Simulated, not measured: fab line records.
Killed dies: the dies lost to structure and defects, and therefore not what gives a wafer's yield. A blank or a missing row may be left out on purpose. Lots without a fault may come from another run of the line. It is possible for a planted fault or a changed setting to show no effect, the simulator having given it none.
Which of the tools did it? + flow sky130 + 12 lots, 36 wafers sampled, at 3 steps of a route of 708

WHAT THE GAUGES READ, wafer by wafer
SKY_VIA3_BOW_MEAS_03. Usual: VIA3_BOW gives 77 um (standard deviation 8.5).
| lot  | measured     | on            | VIA3_BOW (um) | flag |
|------|--------------|---------------|---------------|------|
| L552 | day 38 16:48 | film metro-04 | 88 79 76      |      |
| L554 | day 39 00:34 | film metro-04 | 88 80 78      |      |
| L555 | day 39 14:29 | film metro-03 | 66 67 70      |      |
| L556 | day 40 00:41 | film metro-04 | 75 75 75      |      |
| L558 | day 40 07:15 | film metro-01 | 83 75 79      |      |
| L561 | day 41 12:56 | film metro-01 | 79 81 70      |      |
| L568 | day 44 04:09 | film metro-03 | 76 85 86      |      |
| L569 | day 44 08:11 | film metro-04 | 88 86 80      |      |
| L570 | day 44 09:20 | film metro-04 | 61 81 80      |      |
| L572 | day 44 14:38 | film metro-04 | 85 84 89      |      |
| L573 | day 45 00:59 | film metro-01 | 84 88 72      |      |
| L574 | day 45 05:41 | film metro-04 | 84 80 72      |      |

SKY_VIA3_THK_MEAS_23: measures by xrf. Usual: VIA3_W_THK gives 394 nm (standard deviation 6).
| lot  | measured     | on            | VIA3_W_THK (nm) | flag |
|------|--------------|---------------|-----------------|------|
| L552 | day 39 19:43 | film metro-03 | 398 403 399     |      |
| L554 | day 40 02:49 | film metro-04 | 394 394 386     |      |
| L555 | day 40 15:44 | film metro-03 | 396 396 393     |      |
| L556 | day 41 02:23 | film metro-04 | 388 386 403     |      |
| L558 | day 41 08:37 | film metro-01 | 393 393 400     |      |
| L561 | day 42 14:08 | film metro-04 | 398 389 390     |      |
| L568 | day 45 02:45 | film metro-01 | 391 393 392     |      |
| L569 | day 45 06:45 | film metro-03 | 403 395 392     |      |
| L570 | day 45 09:01 | film metro-04 | 391 387 396     |      |
| L572 | day 45 13:08 | film metro-01 | 400 387 399     |      |
| L573 | day 45 23:28 | film metro-04 | 389 389 389     |      |
| L574 | day 46 03:50 | film metro-03 | 402 410 401     |      |

EACH LOT AND THE TOOL THAT RAN IT (in order: tool; ch and the chambers of the sampled wafers; start)
| lot  | SKY_VIA3_ETCH_15                   |
|------|------------------------------------|
| L552 | rie diel-03 ch 0,2,3, day 39 18:42 |
| L554 | rie diel-04 ch 0,1,3, day 40 01:51 |
| L555 | rie diel-01 ch 1,2,3, day 40 14:47 |
| L556 | rie diel-03 ch 0,2,3, day 41 00:53 |
| L558 | rie diel-01 ch 1,2, day 41 07:06   |
| L561 | rie diel-03 ch 0,1,3, day 42 13:05 |
| L568 | rie diel-04 ch 0,2,3, day 45 01:43 |
| L569 | rie diel-01 ch 0,1,2, day 45 05:44 |
| L570 | rie diel-03 ch 1,2,3, day 45 07:42 |
| L572 | rie diel-04 ch 0,1,3, day 45 11:44 |
| L573 | rie diel-03 ch 0,1,3, day 45 22:07 |
| L574 | rie diel-04 ch 2,3, day 46 02:47   |
- SKY_VIA3_ETCH_15: etches SiO2 in C4F8/O2/Ar, stops on TiN, target depth 507 nm, time 78 s.

WHAT THE TOOLS THEMSELVES READ (means of the sampled wafers that have a number; where no wafer has one, the mark that the record gives instead)
SKY_VIA3_ETCH_15. Usual: 0.946 a.u. for oes product au, sd 0.0047.
| lot  | tool        | oes product au (a.u.) | flag |
|------|-------------|-----------------------|------|
| L552 | rie diel-03 | 0.948                 |      |
| L554 | rie diel-04 | 0.951                 |      |
| L555 | rie diel-01 | 0.943                 |      |
| L556 | rie diel-03 | 0.948                 |      |
| L558 | rie diel-01 | 0.945                 |      |
| L561 | rie diel-03 | 0.947                 |      |
| L568 | rie diel-04 | 0.942                 |      |
| L569 | rie diel-01 | 0.946                 |      |
| L570 | rie diel-03 | 0.945                 |      |
| L572 | rie diel-04 | 0.947                 |      |
| L573 | rie diel-03 | 0.948                 |      |
| L574 | rie diel-04 | 0.949                 |      |

THE ANSWER, worked out from the rows above alone
Rule: take the mean of a lot's wafers that have a number; if it is more than 3 standard deviations from the usual mean, the lot is off. Also off: a lot with no number at a reading for which 4 or more lots have one. The other lots that the step has rows for count as sound. The gauges are gone through in route order, then the tools' own readings, and for those a lot's mean is taken as printed above. At the first step where some lot is off, the reading lying furthest off is the one used; lots without a number count as furthest.
None of the lots is off at any reading shown; this tells nothing.

WHAT HAD BEEN PUT IN BY THE SIMULATOR
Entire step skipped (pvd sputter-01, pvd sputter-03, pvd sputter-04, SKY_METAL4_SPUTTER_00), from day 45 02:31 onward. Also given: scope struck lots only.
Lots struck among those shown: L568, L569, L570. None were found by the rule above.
